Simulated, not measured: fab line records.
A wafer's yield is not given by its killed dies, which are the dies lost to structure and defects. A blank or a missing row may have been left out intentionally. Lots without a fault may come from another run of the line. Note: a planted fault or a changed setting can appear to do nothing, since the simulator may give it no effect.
fab line records    flow gf180mcu
[record] lots = 14  wafers = 42  last_day = 34
route steps=602 shown V4@495
lots that met no fault: taken from a fault-free run of the same line
start_h: the number of hours between the record's first day and the start of the first shown wafer of the lot    wait_h: hours elapsed since this lot's preceding step    " repeats the value in the row above    L1.1+2: a single row standing in for several wafers    - no value present, or no start provided    * or withheld: withheld    < > ~ a bound
route shown NAME@n: a module of which the file shows steps, and the number in the route of the first    usual: average and standard deviation across the fault-free wafers    same: alike in all rows    chamber/n: place in a boat    sites: the reading at each site    _std_site: the values' standard deviation    _edge_site: outer sites' mean less inner sites'    radius_mm: for every site, how far away it sits from the centre of the wafer    mask NAME#n: copy n    behind: the most recent tool/chamber to have shaped the wafer    hold: the reason the lot was held/the length of the hold in hours/how it ended    device: which transistor (n, p or np) failed to switch    end of line: tests of these same wafers at the route's end    step lacking rows: just its recipe    killed: count of dies lost to structure and defects at first sort (not the wafer's yield)    map: per-die view of a wafer (x killed, . not killed, _ where there is no die)
set.NAME: the setting as run; set.NAME@STEP: as run at that earlier step    model.NAME: the simulator's own value behind a step, which no gauge read
steps of the route over a sample of lots; a table a step, a row a wafer
services: the hour from which a tool's chamber was out of use, counted from the record's first day as start_h (under 0 if before that day), plus the number of hours and why
[[steps]]
[step GF_V4_STRIP_19]
[recipe] chemistry = post_etch_residue_remover  time_s = 1200  temp_c = 72.5
[usual] bath_guard_temp_C = 72.6/0.4  bath_heat_duty_pct = 14.0/1
lot.wafer  tool          chamber  start_h  wait_h  bath_guard_temp_C  bath_heat_duty_pct
L998.2     wet_bench-04  2        562.04   0.1     72.7               15.8
L998.4     "             2        "        "       72.8               15.2
L998.6     "             2        "        "       73.0               13.7
L100.3     wet_bench-04  1        579.94   0.0     71.7               13.3
L100.4     "             1        "        "       71.4               14.9
L100.6     "             1        "        "       71.6               14.4
L101.1     wet_bench-03  1        584.44   0.1     71.5               14.0
L101.2     "             1        "        "       71.9               13.9
L101.5     "             1        "        "       72.1               13.6
L102.2     wet_bench-04  2        604.88   0.1     72.9               15.1
L102.3     "             2        "        "       72.5               16.5
L102.5     "             2        "        "       72.9               13.6
L104.3     wet_bench-03  0        618.14   0.0     72.6               13.9
L104.4     "             0        "        "       73.0               13.7
L104.6     "             0        "        "       72.7               13.6
L105.1     wet_bench-04  0        638.69   0.1     72.5               15.8
L105.3     "             0        "        "       72.2               15.6
L105.5     "             0        "        "       72.3               15.4
L107.2     wet_bench-03  0        656.31   0.1     72.9               13.7
L107.3     "             0        "        "       72.6               12.6
L107.4     "             0        "        "       72.6               12.0
L108.4     wet_bench-01  2        657.41   0.0     72.6               15.2
L108.5     "             2        "        "       72.3               14.2
L108.6     "             2        "        "       72.4               13.8
L114.2     wet_bench-04  3        694.51   0.1     -                  -
L114.5     "             3        "        "       -                  -
L114.6     "             3        "        "       -                  -
L115.2     wet_bench-04  3        698.11   0.1     -                  -
L115.4     "             3        "        "       -                  -
L115.6     "             3        "        "       -                  -
L116.4     wet_bench-04  3        699.28   0.0     73.2               13.9
L116.5     "             3        "        "       73.1               13.1
L116.6     "             3        "        "       73.0               13.5
L117.2     wet_bench-04  3        708.39   0.1     73.1               13.1
L117.3     "             3        "        "       73.0               13.9
L117.6     "             3        "        "       73.2               13.5
L118.1     wet_bench-03  2        713.33   0.1     72.2               14.6
L118.3     "             2        "        "       72.7               13.0
L118.5     "             2        "        "       72.4               13.6
L121.3     wet_bench-03  1        729.78   0.0     71.9               13.8
L121.5     "             1        "        "       71.8               14.3
L121.6     "             1        "        "       72.2               13.6
[[services]]
tool          chamber  start_h  hours  kind
wet_bench-03  -        552.97   4.4    pm
wet_bench-01  -        560.38   1.9    pm
wet_bench-04  -        618.19   1.9    repair
[[key]]
[first_sign] step = GF_V4_STRIP_19  reading = tool_record  direction = missing
effect none on later readings
met_at GF_V4_STRIP_19
struck_lots L114,L115
sort_left_out L114.2,L114.5,L114.6,L115.2,L115.4,L115.6
onset_between 638.69 694.51
[fault] kind = skipped_step_whole  tool = wet_bench-04  chamber = -  onset_h = 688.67  steps = GF_V4_STRIP_19  scope = struck_lots_only
// sort_left_out: the simulated sort isn't trusted on such a fault, so these wafers' sort isn't shown, and their yield isn't known
